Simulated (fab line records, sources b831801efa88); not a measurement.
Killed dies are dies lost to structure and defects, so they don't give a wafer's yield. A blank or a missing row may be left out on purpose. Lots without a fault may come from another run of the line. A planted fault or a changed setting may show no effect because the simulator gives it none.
fab line records | flow sky130
record lots=12 wafers=36 last_day=50
route steps=708 shown NWELL@76 VT_ADJUST_HVTP@95 VT_ADJUST_LVTN@103 PAD_OPEN@708
lots that met no fault: from a run of the same line without faults
start_h: hours from the record's first day to the start of the lot's first wafer shown | wait_h: hours since the lot's step before | " the same as in the row above | L1.1+2: a row that stands for several wafers | - no value, or no start given | * or withheld: withheld | < > ~ a bound
route shown NAME@n: a module of which the file shows steps, and the number in the route of the first | usual: mean/standard deviation of fault-free wafers | same: alike in all rows | chamber/n: place in a boat | sites: the reading at each site | _std_site: their standard deviation | _edge_site: outer sites' mean less inner sites' | radius_mm: how far each site lies from the wafer's centre | mask NAME#n: copy n | behind: the tool/chamber that last shaped the wafer | hold: why the lot was held/for how many hours/how that ended | device: the transistor (n, p or np) that didn't switch | end of line: the same wafers' tests at the end of the route | a step without rows: its recipe alone | killed: dies lost to structure and defects at the first sort, not the wafer's yield | map: a wafer's dies, x killed, . not, _ none there
set.NAME: the setting as run; set.NAME@STEP: as run at that earlier step | model.NAME: the simulator's own value behind a step, which no gauge read
steps of the route over a sample of lots; a table a step, a row a wafer
services: from which hour (start_h, from the record's first day; less than 0 if before it) a tool's chamber was out of use, for how many hours, and why
## steps
# step SKY_NWELL_OVL_MEAS_23
# usual NWELL_01_OVL=0.0/1.4
# columns lot.wafer tool chamber start_h wait_h NWELL_01_OVL[nm]
L779.1 overlay-01 - 103.62 - -1.6
L779.3 " - " " -1.4
L779.5 " - " " -1.8
L780.2 overlay-01 - 109.78 - 0.0
L780.3 " - " " 1.2
L780.5 " - " " -2.2
L782.3 overlay-02 - 125.03 - 2.7
L782.4 " - " " 2.7
L782.6 " - " " 1.0
L790.2 overlay-01 - 168.68 - -1.9
L790.3 " - " " 0.6
L790.5 " - " " -1.2
L791.1 overlay-02 - 175.17 - -1.6
L791.4 " - " " -0.1
L791.5 " - " " -0.8
L792.1 overlay-01 - 180.82 - -2.3
L792.5 " - " " -1.9
L792.6 " - " " -1.6
L793.1 overlay-02 - 187.98 - -0.8
L793.3 " - " " 1.0
L793.5 " - " " 1.4
L795.1 overlay-01 - 206.06 - -1.0
L795.3 " - " " -0.5
L795.4 " - " " 0.5
L797.2 overlay-02 - 219.23 - -1.3
L797.3 " - " " 2.3
L797.4 " - " " -1.2
L798.1 overlay-02 - 220.53 - 0.1
L798.2 " - " " 1.3
L798.5 " - " " 0.2
L799.1 overlay-01 - 227.63 - 0.1
L799.3 " - " " -0.9
L799.5 " - " " -0.4
L801.2 overlay-01 - 239.78 - 0.6
L801.3 " - " " 0.0
L801.5 " - " " -2.3
# step SKY_VT_ADJUST_HVTP_STRIP_10
# recipe chemistry=O2/N2 power_w=1400 pressure_mtorr=1500 platen_temp_c=withheld o2_flow_sccm=3000 n2_flow_sccm=300 overash_fraction=0.5
# usual drypump_motor_current_A=5.5/0.35 oes_product_au=0.715/0.0048 strip_time_to_endpoint_s=14.17/0.043
# columns lot.wafer tool chamber start_h wait_h drypump_motor_current_A oes_product_au rf_hours_counter_h strip_time_to_endpoint_s
L779.1 plasma_asher-01 0 123.84 0.1 5.5 0.715 46 14.19
L779.3 " 0 " " 5.5 0.717 - 14.20
L779.5 " 0 " " 5.5 0.716 - 14.14
L780.2 plasma_asher-04 1 129.28 0.1 5.5 0.718 42 14.13
L780.3 " 1 " " 5.5 0.713 - 14.13
L780.5 " 0 " " 6.0 0.714 - 14.10
L782.3 plasma_asher-03 1 145.46 0.1 5.1 0.713 - 14.20
L782.4 " 0 " " 5.0 0.719 - 14.20
L782.6 " 0 " " 5.0 0.711 - 14.20
L790.2 plasma_asher-03 1 190.67 0.1 5.1 0.710 36 14.18
L790.3 " 0 " " 5.1 0.722 - 14.21
L790.5 " 0 " " 5.1 0.714 - 14.13
L791.1 plasma_asher-01 0 197.33 0.1 5.4 0.714 53 14.09
L791.4 " 0 " " 5.4 0.717 - 14.15
L791.5 " 1 " " 5.8 0.719 - 14.08
L792.1 plasma_asher-04 1 202.72 0.1 5.5 0.710 49 14.28
L792.5 " 1 " " 5.5 0.720 - 14.27
L792.6 " 0 " " 6.0 0.715 - 14.24
L793.1 plasma_asher-04 1 210.69 0.1 5.5 0.710 50 14.16
L793.3 " 0 " " 6.0 0.706 - 14.16
L793.5 " 1 " " 5.5 0.715 - 14.20
L795.1 plasma_asher-04 0 229.34 0.1 6.0 0.716 52 14.14
L795.3 " 0 " " 6.0 0.720 - 14.11
L795.4 " 1 " " 5.5 0.708 - 14.14
L797.2 plasma_asher-03 1 242.98 0.1 5.1 0.716 41 14.20
L797.3 " 1 " " 5.1 0.707 - 14.22
L797.4 " 0 " " 5.0 0.712 - 14.22
L798.1 plasma_asher-01 0 243.67 0.1 5.5 0.727 58 14.18
L798.2 " 1 " " 5.8 0.718 58 14.17
L798.5 " 1 " " 5.8 0.718 - 14.16
L799.1 plasma_asher-01 0 251.53 0.1 5.5 0.720 59 14.18
L799.3 " 0 " " 5.4 0.721 - 14.18
L799.5 " 1 " " 5.9 0.716 - 14.21
L801.2 plasma_asher-03 0 263.63 0.1 5.1 0.704 43 14.18
L801.3 " 1 " " 5.1 0.712 - 14.21
L801.5 " 0 " " 5.0 0.714 - 14.11
# step SKY_VT_ADJUST_LVTN_DEVELOP_06
# recipe wall_angle_deg=90 developer=TMAH develop_time_s=60 dev_temp_c=23
# columns lot.wafer tool chamber start_h wait_h
L779.1+3+5 litho_track-02 0 141 -
L780.2+3+5 litho_track-03 0 147 -
L782.3+4+6 litho_track-03 0 165 -
L790.2+3+5 litho_track-03 0 212 -
L791.1+4+5 litho_track-01 0 219 -
L792.1+5+6 litho_track-03 0 224 -
L793.1+3+5 litho_track-01 0 232 -
L795.1+3+4 litho_track-02 0 253 -
L797.2+3+4 litho_track-01 0 266 -
L798.1+2+5 litho_track-02 0 267 -
L799.1+3+5 litho_track-02 0 275 -
L801.2+3+5 litho_track-01 0 287 -
# step SKY_VT_ADJUST_LVTN_OVL_MEAS_07
# usual VT_ADJUST_LVTN_OVL=0.1/1.3
# columns lot.wafer tool chamber start_h wait_h VT_ADJUST_LVTN_OVL[nm]
L779.1 overlay-02 - 142.03 - -0.9
L779.3 " - " " 1.3
L779.5 " - " " 0.3
L780.2 overlay-01 - 147.37 - 0.1
L780.3 " - " " -0.2
L780.5 " - " " -0.7
L782.3 overlay-02 - 165.62 - -0.3
L782.4 " - " " 0.9
L782.6 " - " " 2.0
L790.2 overlay-02 - 212.22 - -
L790.3 " - " " 1.7
L790.5 " - " " 2.0
L791.1 overlay-01 - 219.58 - 1.1
L791.4 " - " " 0.4
L791.5 " - " " -1.4
L792.1 overlay-02 - 224.36 - -
L792.5 " - " " 0.7
L792.6 " - " " -
L793.1 overlay-02 - 233.03 - 1.2
L793.3 " - " " 1.2
L793.5 " - " " 1.1
L795.1 overlay-02 - 253.38 - -1.8
L795.3 " - " " -1.9
L795.4 " - " " -2.2
L797.2 overlay-02 - 266.93 - 0.8
L797.3 " - " " -1.4
L797.4 " - " " -0.7
L798.1 overlay-02 - 267.68 - 0.8
L798.2 " - " " 0.7
L798.5 " - " " 1.7
L799.1 overlay-01 - 275.28 - -1.9
L799.3 " - " " -0.8
L799.5 " - " " -1.8
L801.2 overlay-02 - 287.88 - -0.6
L801.3 " - " " 0.4
L801.5 " - " " -0.1
# step SKY_VT_ADJUST_LVTN_STRIP_09
# recipe chemistry=O2/N2 power_w=1400 pressure_mtorr=1500 platen_temp_c=withheld o2_flow_sccm=3000 n2_flow_sccm=300 overash_fraction=0.5
# usual drypump_motor_current_A=5.7/0.35 oes_product_au=0.722/0.0041 strip_time_to_endpoint_s=36.91/0.083
# columns lot.wafer tool chamber start_h wait_h drypump_motor_current_A oes_product_au rf_hours_counter_h strip_time_to_endpoint_s
L779.1 plasma_asher-01 1 142.22 0.1 5.9 0.727 48 37.03
L779.3 " 0 " " 5.5 0.718 - 37.00
L779.5 " 1 " " 5.9 0.724 - 36.87
L780.2 plasma_asher-02 0 147.55 0.1 6.2 0.722 3 36.96
L780.3 " 1 " " 5.2 0.726 - 36.92
L780.5 " 1 " " 5.2 0.718 - 36.85
L782.3 plasma_asher-02 0 165.83 0.1 6.2 0.719 - 36.94
L782.4 " 1 " " 5.2 0.724 - 36.76
L782.6 " 1 " " 5.2 0.716 - 36.80
L790.2 plasma_asher-02 1 212.40 0.1 5.2 0.715 9 36.93
L790.3 " 0 " " 6.3 0.724 - 36.85
L790.5 " 0 " " 6.3 0.724 - 36.92
L791.1 plasma_asher-01 0 219.76 0.1 5.5 0.710 56 37.04
L791.4 " 1 " " 5.9 0.729 - 37.04
L791.5 " 1 " " 5.9 0.722 - 37.07
L792.1 plasma_asher-01 0 224.62 0.1 5.5 0.717 56 37.09
L792.5 " 1 " " 5.8 0.720 - 36.94
L792.6 " 0 " " 5.4 0.728 - 36.91
L793.1 plasma_asher-01 1 233.21 0.1 5.8 0.721 57 36.89
L793.3 " 0 " " 5.5 0.725 - 36.85
L793.5 " 0 " " 5.5 0.722 - 36.81
L795.1 plasma_asher-01 0 253.57 0.1 5.4 0.721 59 36.94
L795.3 " 1 " " 5.9 0.718 - 36.93
L795.4 " 0 " " 5.4 0.721 - 36.89
L797.2 plasma_asher-02 0 267.11 0.1 6.3 0.722 15 36.86
L797.3 " 0 " " 6.3 0.717 - 36.85
L797.4 " 1 " " 5.2 0.718 - 36.90
L798.1 plasma_asher-02 1 267.87 0.1 5.2 0.725 15 37.03
L798.2 " 0 " " 6.3 0.721 15 36.87
L798.5 " 0 " " 6.3 0.723 - 36.82
L799.1 plasma_asher-01 0 275.47 0.1 5.5 0.723 61 36.90
L799.3 " 0 " " 5.5 0.723 - 36.96
L799.5 " 1 " " 5.8 0.727 - 36.95
L801.2 plasma_asher-02 1 288.06 0.1 5.2 0.724 17 36.81
L801.3 " 1 " " 5.2 0.723 - 36.84
L801.5 " 0 " " 6.3 0.718 - 36.87
# step SKY_VT_ADJUST_LVTN_TW_MEAS_10
# usual VT_ADJUST_LVTN_TW=239.7/1.4
# columns lot.wafer tool chamber start_h wait_h VT_ADJUST_LVTN_TW
L779.1 film_metro-02 - 142.32 0.1 238.5
L779.3 " - " " 240.8
L779.5 " - " " 237.8
L780.2 film_metro-02 - 147.66 0.1 238.2
L780.3 " - " " 237.6
L780.5 " - " " 238.9
L782.3 film_metro-03 - 165.92 0.1 240.4
L782.4 " - " " 241.3
L782.6 " - " " 240.1
L790.2 film_metro-02 - 212.51 0.1 29.6
L790.3 " - " " 237.7
L790.5 " - " " 240.2
L791.1 film_metro-02 - 219.86 0.1 239.8
L791.4 " - " " 238.7
L791.5 " - " " 239.8
L792.1 film_metro-02 - 224.72 0.1 29.7
L792.5 " - " " 238.1
L792.6 " - " " 29.7
L793.1 film_metro-04 - 233.31 0.1 240.5
L793.3 " - " " 240.8
L793.5 " - " " 240.9
L795.1 film_metro-03 - 253.67 0.1 241.0
L795.3 " - " " 239.9
L795.4 " - " " 241.1
L797.2 film_metro-02 - 267.22 0.1 238.2
L797.3 " - " " 239.0
L797.4 " - " " 238.7
L798.1 film_metro-03 - 267.97 0.1 240.1
L798.2 " - " " 241.6
L798.5 " - " " 241.7
L799.1 film_metro-04 - 275.57 0.1 240.1
L799.3 " - " " 240.3
L799.5 " - " " 240.1
L801.2 film_metro-03 - 288.17 0.1 240.6
L801.3 " - " " 241.6
L801.5 " - " " 240.7
# step SKY_PAD_OPEN_PROBE_99
# usual killed_at_M0_to_M3=44/7.5 killed_at_M4_up=3.2/1.9 killed_at_contacts=23/4.7 killed_at_front_end=15/4.7 killed_at_other=0.4/0.66 killed_dies=87/9.3 killed_on_rim=17/4.1 killed_open=47/7.2 killed_short=39/6.5
# same gross_dies=492 killed_at_back_side=0
# columns lot.wafer tool chamber start_h wait_h killed_at_M0_to_M3 killed_at_M4_up killed_at_contacts killed_at_front_end killed_at_other killed_dies killed_on_rim killed_open killed_short
L790.2 prober-01 - 1144.81 0.1 51 1 20 420 0 492 96 52 35
L790.3 prober-01 - 1144.86 0.2 39 1 22 15 0 77 11 40 36
L790.5 prober-01 - 1144.96 0.2 33 3 29 17 1 83 17 40 43
L792.1 prober-01 - 1152.02 0.1 32 4 29 427 0 492 96 37 44
L792.5 prober-01 - 1152.22 0.2 41 6 25 13 0 85 13 45 38
L792.6 prober-01 - 1152.27 0.2 46 5 18 421 2 492 96 46 36
L801.2 prober-01 - 1201.24 0.1 44 2 25 9 1 81 20 44 37
L801.3 prober-01 - 1201.29 0.2 43 3 26 24 0 96 14 51 45
L801.5 prober-01 - 1201.39 0.2 39 7 11 16 0 73 14 37 34
# killed by level:class
L790.2 VT_ADJUST_LVTN:area_develop=405 VIA2:geometric_particle:open=13 VIA1:geometric_particle:open=9 METAL1:geometric_particle:short=7 CONTACT:geometric_particle:open=7 LI_CONTACT:geometric_particle:open=6 VIA3:geometric_particle:open=6 FIELD_ISO:geometric_particle:short=5
L790.3 LI_CONTACT:geometric_particle:open=8 METAL2:geometric_particle:short=8 METAL1:geometric_particle:short=6 VIA1:geometric_particle:open=6 POLY_GATE:geometric_particle:open=5 CONTACT:geometric_particle:open=5 VIA2:geometric_particle:open=5 FIELD_ISO:geometric_particle:open=3
L790.5 CONTACT:geometric_particle:open=12 CONTACT:geometric_particle:short=10 METAL2:geometric_particle:short=9 VIA1:geometric_particle:open=7 FIELD_ISO:geometric_particle:short=5 VIA2:geometric_particle:open=5 POLY_GATE:geometric_particle:open=4 METAL1:geometric_particle:short=4
L792.1 VT_ADJUST_LVTN:area_develop=411 CONTACT:geometric_particle:open=10 VIA1:geometric_particle:open=6 LOCAL_INTERCONNECT:geometric_particle:short=5 CONTACT:geometric_particle:short=5 METAL2:geometric_particle:short=5 POLY_GATE:geometric_particle:open=4 LI_CONTACT:geometric_particle:short=4
L792.5 VIA1:geometric_particle:open=11 CONTACT:geometric_particle:open=11 VIA1:geometric_particle:short=6 METAL2:geometric_particle:short=6 LI_CONTACT:geometric_particle:open=5 LOCAL_INTERCONNECT:geometric_particle:short=4 VIA2:geometric_particle:open=4 METAL4:geometric_particle:short=4
L792.6 VT_ADJUST_LVTN:area_develop=410 VIA1:geometric_particle:open=14 CONTACT:geometric_particle:open=8 METAL2:geometric_particle:short=7 VIA3:geometric_particle:open=7 METAL1:geometric_particle:short=5 LI_CONTACT:geometric_particle:open=4 LOCAL_INTERCONNECT:geometric_particle:short=4
L801.2 CONTACT:geometric_particle:open=13 VIA1:geometric_particle:open=12 METAL2:geometric_particle:short=11 CONTACT:geometric_particle:short=6 VIA3:geometric_particle:open=6 POLY_GATE:geometric_particle:open=4 METAL1:geometric_particle:short=4 LI_CONTACT:geometric_particle:open=3
L801.3 CONTACT:geometric_particle:open=12 VIA1:geometric_particle:open=10 POLY_GATE:geometric_particle:open=7 LOCAL_INTERCONNECT:geometric_particle:short=7 METAL2:geometric_particle:short=7 FIELD_ISO:geometric_particle:short=6 VIA1:geometric_particle:short=6 POLY_GATE:geometric_particle:short=5
L801.5 VIA1:geometric_particle:open=11 METAL2:geometric_particle:short=8 POLY_GATE:geometric_particle:open=7 POLY_GATE:geometric_particle:short=6 METAL1:geometric_particle:short=4 VIA2:geometric_particle:open=4 CONTACT:geometric_particle:open=3 CONTACT:geometric_particle:short=3
## services
# columns tool chamber start_h hours kind
plasma_asher-02 - 108.75 9.0 pm
plasma_asher-02 0 108.75 9.0 vent_cycle
plasma_asher-02 1 108.75 9.0 vent_cycle
plasma_asher-02 0 117.75 - clean
plasma_asher-02 1 117.75 - clean
plasma_asher-01 - 118.79 2.6 repair
plasma_asher-03 - 123.14 0.8 repair
litho_track-02 - 127.21 - consumable_replace:filter
plasma_asher-01 - 229.29 2.8 pm
litho_track-01 - 230.05 - consumable_replace:filter
plasma_asher-04 - 232.29 2.2 repair
plasma_asher-04 - 240.67 14.6 pm
plasma_asher-01 - 261.39 3.1 repair
plasma_asher-02 - 276.58 3.1 repair
## key
first_sign step=SKY_VT_ADJUST_LVTN_OVL_MEAS_07 reading=VT_ADJUST_LVTN_OVL direction=missing
effect step=SKY_VT_ADJUST_LVTN_TW_MEAS_10 reading=VT_ADJUST_LVTN_TW direction=down sigmas=99+ usual=239.7 struck=29.7
effect step=SKY_PAD_OPEN_PROBE_99 reading=killed_at_front_end direction=up sigmas=87 usual=15 struck=423
more_kills_born_at SKY_VT_ADJUST_LVTN_DEVELOP_06@litho_track-03=1226
met_at SKY_VT_ADJUST_LVTN_DEVELOP_06
struck_lots L790,L792
struck_wafers L790.2,L792.1,L792.6
tester_left_out L790,L792
not_acting_at SKY_NWELL_OVL_MEAS_23,SKY_VT_ADJUST_HVTP_STRIP_10,SKY_VT_ADJUST_LVTN_STRIP_09
onset_between 165 212
fault kind=process_parameter_drift tool=litho_track-03 chamber=- onset_h=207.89 steps=SKY_VT_ADJUST_LVTN_DEVELOP_06 channel=develop_time_s offset=* shape=step end_h=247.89 scope=struck_wafers_only acts_in=* stated=*
# tester_left_out: of these lots the tester's yield and bins aren't shown, on N5 and GAA mostly nor the transistor test; their killed dies are dies lost to structure and defects alone, not to doping, threshold or leakage, so they don't give the yield
